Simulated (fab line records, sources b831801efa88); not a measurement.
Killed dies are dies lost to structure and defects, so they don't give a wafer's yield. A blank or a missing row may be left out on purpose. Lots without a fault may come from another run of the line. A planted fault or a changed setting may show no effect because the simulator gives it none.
One fault seen from 2 desks | flow sky130 | each desk has only its own numbers; what lay behind them comes last

THE METROLOGY DESK
What the gauges read, lot by lot, whatever tool the lot ran on: means of the sampled wafers that have a number. A lot is out of limits, marked OUT, if its mean lies more than 4 standard deviations from the usual mean; the brackets give that distance.
Columns: A = VIA3_BOW at SKY_VIA3_BOW_MEAS_03, usual 75 um
lot  | first seen here | A
L418 | day 38 09:08    | 79
L420 | day 39 05:17    | 72
L421 | day 39 10:36    | 74
L422 | day 40 01:19    | 87
L423 | day 40 05:18    | 70
L424 | day 40 07:45    | 73
L426 | day 40 21:19    | 71
L427 | day 41 11:49    | 85
L428 | day 41 14:05    | 82
L429 | day 41 20:40    | 79
L437 | day 43 23:44    | 75
L439 | day 44 13:08    | 91
This desk's finding: nothing out of limits on any of the 12 lots.

THE TOOL OWNER'S DESK: rie_diel-02
The tool's own readings at SKY_LI_CONTACT_ETCH_14 (etches BARC in N2/H2, stops on SiO2, time 45.9 s, target depth 60 nm): means of the sampled wafers that have a number, for each lot that ran on this tool. A lot is out of limits, marked OUT, if its mean lies more than 4 standard deviations from the usual mean; the brackets give that distance.
Columns: A = drypump_motor_current_A at SKY_LI_CONTACT_ETCH_14, usual 5.7 A; B = oes_product_au at SKY_LI_CONTACT_ETCH_14, usual 0.855 a.u.; C = rf_fwd_power_W at SKY_LI_CONTACT_ETCH_14, usual 495.5 W; D = throttle_valve_pct at SKY_LI_CONTACT_ETCH_14, usual 13.225 %
lot  | first seen here | A   | B     | C     | D
L424 | day 31 00:58    | 5.2 | 0.853 | 496.4 | 13.222
L427 | day 32 03:17    | 5.6 | 0.854 | 495.2 | 13.228
L437 | day 35 04:01    | 5.5 | 0.855 | 496.8 | 13.221
This desk's finding: nothing out of limits on any of the 3 lots.

PUT TOGETHER
The metrology desk saw nothing out of limits.
The tool owner's desk saw nothing out of limits.

WHAT THE SIMULATOR HAD PUT IN
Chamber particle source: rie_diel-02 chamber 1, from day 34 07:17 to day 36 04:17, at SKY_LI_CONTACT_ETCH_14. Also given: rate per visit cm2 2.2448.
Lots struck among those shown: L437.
